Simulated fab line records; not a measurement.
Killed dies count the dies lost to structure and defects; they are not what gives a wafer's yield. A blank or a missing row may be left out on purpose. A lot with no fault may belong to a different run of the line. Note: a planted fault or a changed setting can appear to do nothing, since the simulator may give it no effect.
fab line records -- flow sky130
record lots=5, wafers=15, last_day=50
route steps=708 shown VIA4@651 METAL5@661 PAD_OPEN@708
lots untouched by any fault: they come from a run of this same line in which no faults occurred
start_h: start of the lot's first displayed wafer, in hours after the record's first day -- wait_h: how many hours have passed since the lot's step before this one -- " as in the row above -- L1.1+2: one row covering several wafers at once -- - no value present, or no start provided -- * or withheld: withheld -- < > ~ a bound
route shown NAME@n: NAME is a module with steps in the file, n the number in the route of the first one -- usual: the fault-free wafers' mean and standard deviation -- same: alike in all rows -- chamber/n: place in a boat -- sites: each site's reading -- _std_site: standard deviation of those values -- _edge_site: mean of outer sites minus mean of inner sites -- radius_mm: how far each site lies from the wafer's centre -- mask NAME#n: copy n -- behind: tool/chamber where the wafer was last shaped -- hold: the reason the lot was held/the length of the hold in hours/how it ended -- device: whichever transistor did not switch (one of n, p or np) -- end of line: at the end of the route, the tests of the same wafers -- a step with no rows: only its recipe -- killed: the dies lost at the first sort to structure and to defects; this is not the yield of the wafer -- map: shows each die of a wafer: x if killed, . if not, _ if none is there
set.NAME: setting as actually run; set.NAME@STEP: the setting as run at that earlier step -- model.NAME: the simulator's own value behind a step, which no gauge read
lots at some steps of the route; a table a step, a row a wafer
services: a tool's chamber out of use, with start hour (start_h, from the record's first day; less than 0 if before it), hours out, and reason
## steps
# step SKY_VIA4_ETCH_12
# recipe target=SiO2, chemistry=C4F8/O2/Ar, stop_on=TiN, mask_material=NOVOLAK, source_w=1500, bias_w=1200, pressure_mtorr=40, c4f8_flow_sccm=withheld, O2_flow_sccm=6, Ar_flow_sccm=300, time_s=withheld, target_depth_a=5800
# usual oes_product_au=0.926/0.0046
lot.wafer,tool,chamber,start_h,wait_h,oes_product_au
L756.2,rie_diel-01,1,1007.89,0.0,0.929
L756.3,rie_diel-01,2,1007.89,0.0,0.928
L756.4,rie_diel-01,0,1007.89,0.0,0.935
L758.1,rie_diel-01,3,1012.77,0.0,0.930
L758.2,rie_diel-01,0,1012.77,0.0,0.924
L758.6,rie_diel-01,3,1012.77,0.0,0.924
L760.2,rie_diel-02,1,1033.22,0.0,0.926
L760.5,rie_diel-02,3,1033.22,0.0,0.925
L760.6,rie_diel-02,0,1033.22,0.0,0.933
L764.1,rie_diel-02,0,1050.49,0.0,0.921
L764.4,rie_diel-02,1,1050.49,0.0,0.920
L764.6,rie_diel-02,1,1050.49,0.0,0.922
L777.2,rie_diel-02,1,1132.44,0.0,0.930
L777.3,rie_diel-02,0,1132.44,0.0,0.930
L777.6,rie_diel-02,2,1132.44,0.0,0.925
# step SKY_VIA4_STRIP_13
# recipe chemistry=O2/N2, power_w=1400, pressure_mtorr=1500, platen_temp_c=withheld, o2_flow_sccm=3000, n2_flow_sccm=300, overash_fraction=0.5
# usual drypump_motor_current_A=5.49/0.11, oes_product_au=0.710/0.0048, strip_time_to_endpoint_s=12.803/0.027
lot.wafer,tool,chamber,start_h,wait_h,drypump_motor_current_A,oes_product_au,rf_hours_counter_h,strip_time_to_endpoint_s
L756.2,plasma_asher-02,1,1007.96,-,5.52,0.703,85,12.780
L756.3,plasma_asher-02,0,1007.96,-,5.46,0.713,-,12.801
L756.4,plasma_asher-02,1,1007.96,-,5.51,0.713,-,12.791
L758.1,plasma_asher-02,1,1012.84,-,5.53,0.713,86,12.791
L758.2,plasma_asher-02,0,1012.84,-,5.48,0.708,86,12.783
L758.6,plasma_asher-02,1,1012.84,-,5.54,0.710,-,12.754
L760.2,plasma_asher-02,0,1033.29,-,5.44,0.714,88,12.760
L760.5,plasma_asher-02,0,1033.29,-,5.47,0.706,-,12.821
L760.6,plasma_asher-02,1,1033.29,-,5.52,0.703,-,12.802
L764.1,plasma_asher-02,0,1050.56,-,5.45,0.710,89,12.802
L764.4,plasma_asher-02,0,1050.56,-,5.44,0.707,-,12.768
L764.6,plasma_asher-02,1,1050.56,-,5.52,0.710,-,12.779
L777.2,plasma_asher-04,1,1132.52,-,5.40,0.708,39,12.808
L777.3,plasma_asher-04,0,1132.52,-,5.70,0.707,-,12.786
L777.6,plasma_asher-04,1,1132.52,-,5.42,0.706,-,12.838
# step SKY_VIA4_STRIP_14
# recipe chemistry=post_etch_residue_remover, time_s=1200, temp_c=72.5
# step SKY_VIA4_CLEAN_15
# recipe chemistry=IPA, time_s=180, temp_c=25
# step SKY_VIA4_CLEAN_16
# recipe chemistry=O3/DIW, dry=n2_spin
# step SKY_VIA4_SPUTTER_17
# recipe material=TiN, target_thk_nm=20, chamber_pressure_pa=5, power_w=4000, time_s=80
# step SKY_VIA4_CVD_18
# recipe material=W, target_thk_nm=505, time_s=152.14, temp_c=400, pressure_torr=40
# step SKY_VIA4_RS_MEAS_19
# recipe thk_meas_gauge=four-point-probe, reads=W_of_VIA4_CVD_18+TiN_of_VIA4_SPUTTER_17
# usual VIA4_W_RS=0.225/0.0032
lot.wafer,tool,chamber,start_h,wait_h,VIA4_W_RS[ohm/sq]
L756.2,film_metro-04,-,1008.90,0.2,0.233
L756.3,film_metro-04,-,1008.90,0.2,0.225
L756.4,film_metro-04,-,1008.90,0.2,0.231
L758.1,film_metro-03,-,1013.65,0.1,0.227
L758.2,film_metro-03,-,1013.65,0.1,0.227
L758.6,film_metro-03,-,1013.65,0.1,0.224
L760.2,film_metro-04,-,1034.16,0.1,0.226
L760.5,film_metro-04,-,1034.16,0.1,0.226
L760.6,film_metro-04,-,1034.16,0.1,0.221
L764.1,film_metro-01,-,1051.37,0.1,0.222
L764.4,film_metro-01,-,1051.37,0.1,0.229
L764.6,film_metro-01,-,1051.37,0.1,0.226
L777.2,film_metro-03,-,1133.38,0.1,0.225
L777.3,film_metro-03,-,1133.38,0.1,0.224
L777.6,film_metro-03,-,1133.38,0.1,0.222
# step SKY_VIA4_THK_MEAS_20
# recipe thk_meas_gauge=xrf, reads=W_of_VIA4_CVD_18
# usual VIA4_W_THK=489/7.3
lot.wafer,tool,chamber,start_h,wait_h,VIA4_W_THK[nm]
L756.2,film_metro-04,-,1009.01,0.1,474
L756.3,film_metro-04,-,1009.01,0.1,491
L756.4,film_metro-04,-,1009.01,0.1,477
L758.1,film_metro-03,-,1013.77,0.1,483
L758.2,film_metro-03,-,1013.77,0.1,485
L758.6,film_metro-03,-,1013.77,0.1,492
L760.2,film_metro-04,-,1034.27,0.1,489
L760.5,film_metro-04,-,1034.27,0.1,487
L760.6,film_metro-04,-,1034.27,0.1,498
L764.1,film_metro-01,-,1051.49,0.1,491
L764.4,film_metro-01,-,1051.49,0.1,478
L764.6,film_metro-01,-,1051.49,0.1,487
L777.2,film_metro-03,-,1133.49,0.1,488
L777.3,film_metro-03,-,1133.49,0.1,492
L777.6,film_metro-03,-,1133.49,0.1,496
# step SKY_VIA4_CMP_21
# recipe stop_on=SiO2, t_overpolish_s=25, down_force_psi=3.5, platen_rpm=60, target_thk_nm=0, pad_velocity_m_s=0.94248
# usual motor_current_A=10.8/1.2, overpolish_run_s=25.000/0.009, retaining_ring_pressure_frac=1.001/0.0046, time_to_endpoint_s=125/8.1
lot.wafer,tool,chamber,start_h,wait_h,motor_current_A,overpolish_run_s,retaining_ring_pressure_frac,time_to_endpoint_s
L756.3,cmp-02,3,1009.06,0.0,10.6,25.013,0.996,122
L756.2,cmp-02,1,1009.06,0.0,9.5,25.025,0.999,105
L756.4,cmp-02,2,1009.06,0.0,10.7,24.993,0.998,113
L758.1,cmp-02,2,1014.00,0.2,11.5,24.985,1.006,118
L758.2,cmp-02,3,1014.00,0.2,10.3,25.001,1.003,124
L758.6,cmp-02,0,1014.00,0.2,10.0,24.994,0.998,132
L760.2,cmp-02,2,1034.32,0.0,11.1,25.009,1.003,121
L760.6,cmp-02,2,1034.32,0.0,10.8,25.008,1.004,119
L760.5,cmp-02,3,1034.32,0.0,10.4,25.006,0.995,123
L764.1,cmp-01,0,1051.80,0.3,11.7,24.984,0.994,126
L764.4,cmp-01,1,1051.80,0.3,11.0,25.012,1.000,115
L764.6,cmp-01,2,1051.80,0.3,10.0,24.988,1.004,125
L777.2,cmp-01,0,1133.59,0.1,11.6,24.996,0.999,134
L777.3,cmp-01,2,1133.59,0.1,10.3,24.998,1.001,137
L777.6,cmp-01,3,1133.59,0.1,13.5,25.018,0.998,143
# step SKY_METAL5_SPUTTER_00
# recipe material=Ti, target_thk_nm=15, power_w=3000, time_s=10, chamber_pressure_pa=0.4
# step SKY_METAL5_SPUTTER_01
# recipe material=TiN, target_thk_nm=20, power_w=6500, time_s=16.7, chamber_pressure_pa=0.4
# usual cathode_dc_power_W=6500.0/1.1, throttle_valve_pct=30.0/0.69
lot.wafer,tool,chamber,start_h,wait_h,cathode_dc_power_W,throttle_valve_pct
L756.2,pvd_sputter-04,-,1009.39,0.0,6498.5,29.8
L756.3,pvd_sputter-04,-,1009.39,0.0,6500.8,28.9
L756.4,pvd_sputter-04,-,1009.39,0.0,6500.1,29.7
L758.1,pvd_sputter-03,-,1014.22,0.0,6500.7,30.6
L758.2,pvd_sputter-03,-,1014.22,0.0,6498.4,29.5
L758.6,pvd_sputter-03,-,1014.22,0.0,6498.7,30.4
L760.2,pvd_sputter-01,-,1034.64,0.0,6500.1,31.2
L760.5,pvd_sputter-01,-,1034.64,0.0,6499.4,30.1
L760.6,pvd_sputter-01,-,1034.64,0.0,6501.0,30.9
L764.1,pvd_sputter-04,-,1052.02,0.0,6498.4,29.4
L764.4,pvd_sputter-04,-,1052.02,0.0,6500.9,29.9
L764.6,pvd_sputter-04,-,1052.02,0.0,6498.6,29.1
L777.2,pvd_sputter-04,-,1133.86,0.0,6500.5,29.7
L777.3,pvd_sputter-04,-,1133.86,0.0,6500.4,29.3
L777.6,pvd_sputter-04,-,1133.86,0.0,6498.7,31.3
# step SKY_METAL5_SPUTTER_02
# recipe material=AlCu, target_thk_nm=1150, power_w=10600, time_s=61.2, chamber_pressure_pa=0.4
# usual cathode_dc_power_W=10600/1.8, throttle_valve_pct=30.0/0.69
lot.wafer,tool,chamber,start_h,wait_h,cathode_dc_power_W,throttle_valve_pct,model.AlCu_of_METAL5_SPUTTER_02.thk_nm
L756.2,pvd_sputter-04,-,1009.41,0.0,10598,29.8,1159
L756.3,pvd_sputter-04,-,1009.41,0.0,10601,29.0,1169
L756.4,pvd_sputter-04,-,1009.41,0.0,10598,29.7,1166
L758.1,pvd_sputter-03,-,1014.25,0.0,10601,30.8,1152
L758.2,pvd_sputter-03,-,1014.25,0.0,10597,29.6,1155
L758.6,pvd_sputter-03,-,1014.25,0.0,10600,30.7,1163
L760.2,pvd_sputter-01,-,1034.66,0.0,10601,31.1,1157
L760.5,pvd_sputter-01,-,1034.66,0.0,10598,30.3,1157
L760.6,pvd_sputter-01,-,1034.66,0.0,10599,31.0,1164
L764.1,pvd_sputter-04,-,1052.05,0.0,10599,29.5,1148
L764.4,pvd_sputter-04,-,1052.05,0.0,10600,29.5,1151
L764.6,pvd_sputter-04,-,1052.05,0.0,10599,29.0,1163
L777.2,pvd_sputter-04,-,1133.88,0.0,10602,29.7,1153
L777.3,pvd_sputter-04,-,1133.88,0.0,10601,29.4,1190
L777.6,pvd_sputter-04,-,1133.88,0.0,10601,31.1,1158
# step SKY_METAL5_SPUTTER_03
# recipe material=Ti, target_thk_nm=5, power_w=3000, time_s=3.3, chamber_pressure_pa=0.4
# usual cathode_dc_power_W=2999.9/0.63, throttle_valve_pct=30.0/0.68
lot.wafer,tool,chamber,start_h,wait_h,cathode_dc_power_W,throttle_valve_pct
L756.2,pvd_sputter-04,-,1009.46,0.0,3000.0,29.8
L756.3,pvd_sputter-04,-,1009.46,0.0,2999.8,28.9
L756.4,pvd_sputter-04,-,1009.46,0.0,2999.6,29.8
L758.1,pvd_sputter-03,-,1014.30,0.0,2999.5,30.6
L758.2,pvd_sputter-03,-,1014.30,0.0,2999.4,29.7
L758.6,pvd_sputter-03,-,1014.30,0.0,2999.0,30.9
L760.2,pvd_sputter-01,-,1034.72,0.0,3000.0,31.0
L760.5,pvd_sputter-01,-,1034.72,0.0,2999.6,30.3
L760.6,pvd_sputter-01,-,1034.72,0.0,3000.0,30.9
L764.1,pvd_sputter-04,-,1052.10,0.0,3000.0,29.6
L764.4,pvd_sputter-04,-,1052.10,0.0,3000.5,30.0
L764.6,pvd_sputter-04,-,1052.10,0.0,3000.8,29.0
L777.2,pvd_sputter-04,-,1133.94,0.0,3000.0,29.7
L777.3,pvd_sputter-04,-,1133.94,0.0,2999.0,29.4
L777.6,pvd_sputter-04,-,1133.94,0.0,2999.9,30.9
# step SKY_METAL5_SPUTTER_04
# recipe material=TiN, target_thk_nm=70, power_w=6500, time_s=58.3, chamber_pressure_pa=0.4
# step SKY_METAL5_RS_MEAS_05
# recipe thk_meas_gauge=four-point-probe, reads=TiN_of_METAL5_SPUTTER_04+Ti_of_METAL5_SPUTTER_03+AlCu_of_METAL5_SPUTTER_02+TiN_of_METAL5_SPUTTER_01+Ti_of_METAL5_SPUTTER_00
# usual METAL5_ALCU_RS=0.02698/0.00022
lot.wafer,tool,chamber,start_h,wait_h,METAL5_ALCU_RS[ohm/sq]
L756.2,film_metro-04,-,1009.55,0.0,0.02689
L756.3,film_metro-04,-,1009.55,0.0,0.02664
L756.4,film_metro-04,-,1009.55,0.0,0.02672
L758.1,film_metro-01,-,1014.37,0.0,0.02705
L758.2,film_metro-01,-,1014.37,0.0,0.02694
L758.6,film_metro-01,-,1014.37,0.0,0.02676
L760.2,film_metro-01,-,1034.80,0.0,0.02688
L760.5,film_metro-01,-,1034.80,0.0,0.02686
L760.6,film_metro-01,-,1034.80,0.0,0.02671
L764.1,film_metro-01,-,1052.17,0.0,0.02709
L764.4,film_metro-01,-,1052.17,0.0,0.02703
L764.6,film_metro-01,-,1052.17,0.0,0.02677
L777.2,film_metro-02,-,1134.02,0.0,0.02704
L777.3,film_metro-02,-,1134.02,0.0,0.02617
L777.6,film_metro-02,-,1134.02,0.0,0.02691
# step SKY_METAL5_THK_MEAS_06
# recipe thk_meas_gauge=xrf, reads=AlCu_of_METAL5_SPUTTER_02
# usual METAL5_ALCU_THK=1171/14
lot.wafer,tool,chamber,start_h,wait_h,METAL5_ALCU_THK[nm]
L756.2,film_metro-04,-,1009.66,0.1,1176
L756.3,film_metro-04,-,1009.66,0.1,1188
L756.4,film_metro-04,-,1009.66,0.1,1184
L758.1,film_metro-01,-,1014.49,0.1,1157
L758.2,film_metro-01,-,1014.49,0.1,1159
L758.6,film_metro-01,-,1014.49,0.1,1159
L760.2,film_metro-01,-,1034.91,0.1,1161
L760.5,film_metro-01,-,1034.91,0.1,1158
L760.6,film_metro-01,-,1034.91,0.1,1168
L764.1,film_metro-01,-,1052.29,0.1,1153
L764.4,film_metro-01,-,1052.29,0.1,1152
L764.6,film_metro-01,-,1052.29,0.1,1169
L777.2,film_metro-02,-,1134.13,0.1,1182
L777.3,film_metro-02,-,1134.13,0.1,1219
L777.6,film_metro-02,-,1134.13,0.1,1180
# step SKY_METAL5_DEHYDRATE_07
# recipe temp_c=200, time_s=60
# step SKY_PAD_OPEN_PROBE_99
# usual defect_limited_yield=82.6/1.8, killed_at_M0_to_M3=44/6.9, killed_at_M4_up=3.2/1.8, killed_at_contacts=23/5.2, killed_at_front_end=15/4.5, killed_at_other=0.3/0.56, killed_dies=85/8.8, killed_open=47/6.7, killed_short=39/6.4, sort_bin_3_pad_short=0.8/0.4, sort_bin_5_function=10.2/1.3, sort_bin_6_memory=6.4/1.1, sort_n_pass=407/8.8, sort_yield_pct=82.6/1.8
# same gross_dies=492, killed_at_back_side=0, sort_bin_4_leakage[%]=0, sort_bin_8_speed[%]=0
lot.wafer,tool,chamber,start_h,wait_h,defect_limited_yield[%],killed_at_M0_to_M3,killed_at_M4_up,killed_at_contacts,killed_at_front_end,killed_at_other,killed_dies,killed_open,killed_short,sort_bin_3_pad_short[%],sort_bin_5_function[%],sort_bin_6_memory[%],sort_n_pass,sort_yield_pct[%],model.etest.met5.rs_ohm_sq,model.etest.met5.line_ohm_um
L756.2,prober-02,-,1078.81,0.1,86.8,28,1,21,15,0,65,34,31,0,7.9,5.3,427,86.8,0.02692,0.01676
L756.3,prober-02,-,1078.86,0.2,78.9,53,2,29,19,1,104,50,52,1.2,13.4,6.5,388,78.9,0.02701,0.01674
L756.4,prober-02,-,1078.91,0.2,86.2,43,2,16,6,1,68,40,28,0.4,9.6,3.9,424,86.2,0.02702,0.01692
L758.1,prober-02,-,1083.91,0.1,84.1,45,5,18,10,0,78,40,38,1.4,10.0,4.5,414,84.1,0.02699,0.01678
L758.2,prober-02,-,1083.96,0.1,82.9,54,3,14,13,0,84,50,34,0.8,10.2,6.1,408,82.9,0.02694,0.01691
L758.6,prober-02,-,1084.16,0.2,80.3,40,6,30,21,0,97,55,42,0.8,12.4,6.5,395,80.3,0.02709,0.01697
L760.2,prober-02,-,1102.88,0.1,82.5,49,5,18,14,0,86,47,39,0.2,9.8,7.5,406,82.5,0.02689,0.01674
L760.5,prober-02,-,1103.03,0.2,84.6,45,1,12,18,0,76,49,27,1.2,8.5,5.7,416,84.6,0.02722,0.01693
L760.6,prober-02,-,1103.08,0.2,81.7,41,2,31,16,0,90,48,42,0.2,12.8,5.3,402,81.7,0.02669,0.01654
L764.1,prober-01,-,1117.30,0.1,83.3,40,5,16,20,1,82,42,40,0.8,9.3,6.5,410,83.3,0.02714,0.01701
L764.4,prober-01,-,1117.45,0.2,82.3,45,2,18,21,1,87,53,34,1.0,8.9,7.7,405,82.3,0.02735,0.01703
L764.6,prober-01,-,1117.55,0.2,85.2,34,4,16,19,0,73,36,37,0.6,9.6,4.7,419,85.2,0.02658,0.01666
L777.2,prober-01,-,1189.56,0.1,79.9,48,7,23,21,0,99,66,33,0.6,11.2,8.3,393,79.9,0.02701,0.01669
L777.3,prober-01,-,1189.61,0.2,82.7,50,3,14,18,0,85,39,46,1.2,11.0,5.1,407,82.7,0.02626,0.01627
L777.6,prober-01,-,1189.76,0.2,85.4,24,1,21,25,1,72,36,36,0.4,7.9,6.3,420,85.4,0.02716,0.01699
# killed by level:class
L756.2 CONTACT:geometric_particle:open=7 CONTACT:geometric_particle:short=6 SPACER:geometric_particle:open=5 VIA1:geometric_particle:open=5 METAL1:geometric_particle:short=5 VIA2:geometric_particle:open=5 METAL2:geometric_particle:short=4 POLY_GATE:geometric_particle:open=3
L756.3 METAL2:geometric_particle:short=12 CONTACT:geometric_particle:open=11 VIA2:geometric_particle:open=10 LI_CONTACT:geometric_particle:open=8 CONTACT:geometric_particle:short=6 VIA1:geometric_particle:open=6 VIA2:geometric_particle:short=6 POLY_GATE:geometric_particle:short=4
L756.4 METAL2:geometric_particle:short=8 LI_CONTACT:geometric_particle:open=7 VIA2:geometric_particle:open=7 CONTACT:geometric_particle:open=6 VIA1:geometric_particle:open=6 VIA2:geometric_particle:short=4 METAL1:geometric_particle:short=4 METAL2:geometric_particle:open=3
L758.1 VIA2:geometric_particle:open=9 VIA1:geometric_particle:open=9 CONTACT:geometric_particle:short=8 CONTACT:geometric_particle:open=8 VIA1:geometric_particle:short=6 METAL2:geometric_particle:short=5 METAL1:geometric_particle:short=5 POLY_GATE:geometric_particle:short=4
L758.2 VIA1:geometric_particle:open=14 VIA2:geometric_particle:open=9 VIA3:geometric_particle:open=9 CONTACT:geometric_particle:open=6 METAL2:geometric_particle:short=5 METAL1:geometric_particle:short=5 VIA1:geometric_particle:short=4 FIELD_ISO:geometric_particle:short=3
L758.6 VIA1:geometric_particle:open=13 CONTACT:geometric_particle:open=9 FIELD_ISO:geometric_particle:open=8 CONTACT:geometric_particle:short=7 VIA3:geometric_particle:open=7 LI_CONTACT:geometric_particle:open=6 FIELD_ISO:geometric_particle:short=5 VIA1:geometric_particle:short=5
L760.2 VIA2:geometric_particle:open=10 CONTACT:geometric_particle:open=8 VIA3:geometric_particle:open=8 METAL1:geometric_particle:short=6 VIA1:geometric_particle:open=6 VIA3:geometric_particle:short=5 FIELD_ISO:geometric_particle:open=4 POLY_GATE:geometric_particle:open=4
L760.5 VIA2:geometric_particle:open=9 VIA1:geometric_particle:open=9 VIA3:geometric_particle:open=9 FIELD_ISO:geometric_particle:open=5 CONTACT:geometric_particle:open=5 VIA3:geometric_particle:short=4 VIA1:geometric_particle:short=4 METAL2:geometric_particle:short=4
L760.6 CONTACT:geometric_particle:open=10 CONTACT:geometric_particle:short=9 VIA1:geometric_particle:open=7 LI_CONTACT:geometric_particle:open=6 VIA3:geometric_particle:open=6 POLY_GATE:geometric_particle:short=5 VIA2:geometric_particle:open=5 FIELD_ISO:geometric_particle:open=4
L764.1 VIA1:geometric_particle:open=13 VIA3:geometric_particle:open=7 FIELD_ISO:geometric_particle:open=5 POLY_GATE:geometric_particle:short=5 METAL4:geometric_particle:short=5 FIELD_ISO:geometric_particle:short=4 POLY_GATE:geometric_particle:open=4 CONTACT:geometric_particle:short=4
L764.4 VIA1:geometric_particle:open=11 VIA3:geometric_particle:open=9 CONTACT:geometric_particle:open=7 POLY_GATE:geometric_particle:open=6 LI_CONTACT:geometric_particle:open=6 FIELD_ISO:geometric_particle:short=5 VIA1:geometric_particle:short=5 METAL2:geometric_particle:short=5
L764.6 VIA3:geometric_particle:open=6 VIA1:geometric_particle:open=5 FIELD_ISO:geometric_particle:short=4 POLY_GATE:geometric_particle:short=4 LI_CONTACT:geometric_particle:short=4 LI_CONTACT:geometric_particle:open=4 VIA2:geometric_particle:open=4 VIA3:geometric_particle:short=4
L777.2 VIA1:geometric_particle:open=20 CONTACT:geometric_particle:open=10 VIA3:geometric_particle:open=7 LOCAL_INTERCONNECT:geometric_particle:short=7 POLY_GATE:geometric_particle:open=6 VIA2:geometric_particle:open=6 POLY_GATE:geometric_particle:short=5 FIELD_ISO:geometric_particle:open=4
L777.3 VIA1:geometric_particle:open=14 VIA1:geometric_particle:short=9 POLY_GATE:geometric_particle:open=8 CONTACT:geometric_particle:open=6 FIELD_ISO:geometric_particle:short=5 METAL2:geometric_particle:short=5 METAL1:geometric_particle:short=5 CONTACT:geometric_particle:short=4
L777.6 POLY_GATE:geometric_particle:short=8 CONTACT:geometric_particle:open=7 LOCAL_INTERCONNECT:geometric_particle:short=6 VIA3:geometric_particle:open=6 FIELD_ISO:geometric_particle:short=5 FIELD_ISO:geometric_particle:open=4 METAL1:geometric_particle:short=4 VIA1:geometric_particle:open=4
## services
tool,chamber,start_h,hours,kind
rie_diel-01,1,991.54,3.7,repair
plasma_asher-02,-,1002.51,3.8,repair
cmp-01,-,1032.25,0.9,repair
rie_diel-02,2,1032.95,7.5,repair
rie_diel-02,3,1053.49,-,clean
rie_diel-02,3,1053.49,17.5,scheduled_down
rie_diel-02,3,1053.49,17.5,vent_cycle
rie_diel-02,2,1071.87,-,clean
rie_diel-02,2,1071.87,28.9,scheduled_down
rie_diel-02,2,1071.87,28.9,vent_cycle
cmp-01,-,1075.70,0.7,repair
cmp-01,-,1076.52,3.8,repair
cmp-01,-,1085.54,4.0,pm
pvd_sputter-01,-,1086.06,1.0,repair
pvd_sputter-04,-,1086.86,5.1,repair
pvd_sputter-01,-,1090.18,15.6,repair
cmp-01,-,1098.09,5.7,pm
rie_diel-02,0,1100.80,-,clean
rie_diel-02,0,1100.80,20.7,scheduled_down
rie_diel-01,-,1102.75,1.8,repair
cmp-02,-,1103.94,5.0,pm
cmp-01,-,1105.29,1.4,repair
pvd_sputter-04,-,1118.34,0.7,repair
rie_diel-01,-,1127.03,2.7,repair
## key
first_sign step=SKY_METAL5_RS_MEAS_05, reading=METAL5_ALCU_RS, direction=down, sigmas=3.7, usual=0.02698, struck=0.02617
effect step=SKY_METAL5_THK_MEAS_06, reading=METAL5_ALCU_THK, direction=up, sigmas=3.4, usual=1171, struck=1219
model_effect step=SKY_METAL5_SPUTTER_02, value=AlCu_of_METAL5_SPUTTER_02.thk_nm, without=1137, struck=1190
model_effect step=SKY_PAD_OPEN_PROBE_99, value=etest.met5.rs_ohm_sq, without=0.0275, struck=0.02626
met_at SKY_METAL5_SPUTTER_02
struck_wafers L777.3
onset_between 1052.05 1133.88
fault kind=process_parameter_drift, tool=pvd_sputter-04, chamber=-, onset_h=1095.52, steps=SKY_METAL5_SPUTTER_02, channel=target_thk_nm, offset=52.976, shape=step, end_h=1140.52, scope=struck_wafers_only, acts_in=these_recipes_only, stated=1150
